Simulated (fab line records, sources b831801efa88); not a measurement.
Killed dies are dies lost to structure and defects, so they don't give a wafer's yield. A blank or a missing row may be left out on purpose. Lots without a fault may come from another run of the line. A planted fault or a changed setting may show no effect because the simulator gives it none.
Which tool did it? | flow gf180mcu | 11 lots, 33 wafers sampled, at 2 steps of a route of 602

WHAT THE GAUGES READ, wafer by wafer
GF_V2_RS_MEAS_24: measures by four-point-probe.
lot  | measured     | on            | V2_W_RS (ohm/sq)
L470 | day 21 13:38 | film_metro-02 | 0.326 0.329 0.333
L474 | day 22 22:50 | film_metro-04 | 0.419 0.423 0.416
L475 | day 23 11:18 | film_metro-03 | 0.328 0.330 0.323
L476 | day 23 22:31 | film_metro-02 | 0.418 0.412 0.415
L478 | day 24 13:14 | film_metro-04 | 0.329 0.327 0.330
L477 | day 24 14:26 | film_metro-03 | 0.326 0.329 0.334
L482 | day 26 04:07 | film_metro-03 | 0.327 0.326 0.328
L485 | day 26 18:40 | film_metro-02 | 0.329 0.321 0.327
L487 | day 27 05:47 | film_metro-02 | 0.329 0.330 0.334
L488 | day 27 17:56 | film_metro-02 | 0.328 0.330 0.326
L490 | day 28 00:38 | film_metro-04 | 0.324 0.323 0.334

WHICH TOOL RAN EACH LOT (tool, then ch and the chambers of the sampled wafers, then the start)
lot  | GF_V2_CVD_23
L470 | cvd_w-01 ch 0,1, day 21 13:29
L474 | cvd_w-01 ch 0,1, day 22 22:43
L475 | cvd_w-02 ch 0,1, day 23 11:11
L476 | cvd_w-01 ch 0,1, day 23 22:24
L478 | cvd_w-02 ch 0,1, day 24 13:06
L477 | cvd_w-02 ch 0,1, day 24 14:17
L482 | cvd_w-02 ch 0,1, day 26 03:59
L485 | cvd_w-01 ch 0,1, day 26 18:33
L487 | cvd_w-02 ch 0,1, day 27 05:40
L488 | cvd_w-01 ch 0,1, day 27 17:50
L490 | cvd_w-01 ch 0,1, day 28 00:32
- GF_V2_CVD_23: deposits W, target thk 350 nm, time 104.94 s.

THE ANSWER, worked out from the rows above alone
Rule: what is usual is taken from the lots themselves. Put in order of their means at a reading, lots are off if they are a third of the lots or fewer, leave a main group of 4 or more, and stand apart from it by a gap of 3 or more times the standard deviation of the main group's means; of several such gaps the widest counts. A main group whose means are all the same, to the digits that the tables above print for the reading, isn't used. A lot without any number at a reading at which 4 lots or more have one is off too. The other lots that the step has rows for count as sound.
Off: L474, L476, at GF_V2_RS_MEAS_24 (V2_W_RS). The main group: mean 0.328 ohm/sq, standard deviation 0.0016.
A tool fits if, at a process step before that reading, it ran every lot that is off, and no sound lot after the first of them. The gauges at GF_V2_RS_MEAS_24 are tried like those tools. None of those tried fits.

WHAT THE SIMULATOR HAD PUT IN
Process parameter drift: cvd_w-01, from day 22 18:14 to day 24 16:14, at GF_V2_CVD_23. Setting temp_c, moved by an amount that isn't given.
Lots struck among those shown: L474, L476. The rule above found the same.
